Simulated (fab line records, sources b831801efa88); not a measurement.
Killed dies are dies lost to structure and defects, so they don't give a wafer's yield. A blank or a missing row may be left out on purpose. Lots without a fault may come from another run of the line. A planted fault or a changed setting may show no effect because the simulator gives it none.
Chamber matching | flow gf180mcu | GF_V4_CVD_00 on hdpcvd-02: 3 sister chambers
The step deposits SiO2, target thk 600 nm, time 100 s. 6 wafers are shown with their chamber, then 7 later ones without.

WAFERS WITH THEIR CHAMBER
wafer  | chamber | sih4_flow_sccm (sccm)
L655.6 | 0       | 60.01
L658.4 | 2       | 60.33
L658.5 | 1       | 59.95
L658.6 | 0       | 60.15
L659.1 | 1       | 59.84
L659.4 | 2       | 59.63

WAFERS WITHOUT THEIR CHAMBER
wafer  | sih4_flow_sccm (sccm)
L659.5 | 60.18
L661.4 | 60.06
L661.5 | 60.21
L661.6 | 59.98
L662.1 | 59.84
L662.5 | 60.10
L662.6 | 59.96

WHICH CHAMBER EACH WENT THROUGH
wafer  | from the rows above          | in truth
L659.5 | can't be placed: 0 or 2 or 1 | 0
L661.4 | can't be placed: 0 or 2 or 1 | 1
L661.5 | can't be placed: 0 or 2 or 1 | 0
L661.6 | can't be placed: 2 or 1 or 0 | 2
L662.1 | can't be placed: 1 or 2 or 0 | 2
L662.5 | can't be placed: 0 or 2 or 1 | 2
L662.6 | can't be placed: 2 or 1 or 0 | 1
Placed correctly: 0 of 7. Can't be placed from these rows: 7 (the true chamber is among the candidates in 7). Placed wrongly: 0.
How it was worked out, from the rows above alone: a wafer's distance from a chamber is the root of the sum, over the readings, of the square of ((its reading less the chamber's mean) divided by the reading's scatter). The wafer belongs to the nearest chamber; if the next one is less than 2 further off, it can't be placed. A chamber's mean is the mean of its shown wafers. The scatter: the root of (the sum of the squares of (reading less its chamber's mean) over the shown wafers, divided by (wafers less chambers)).
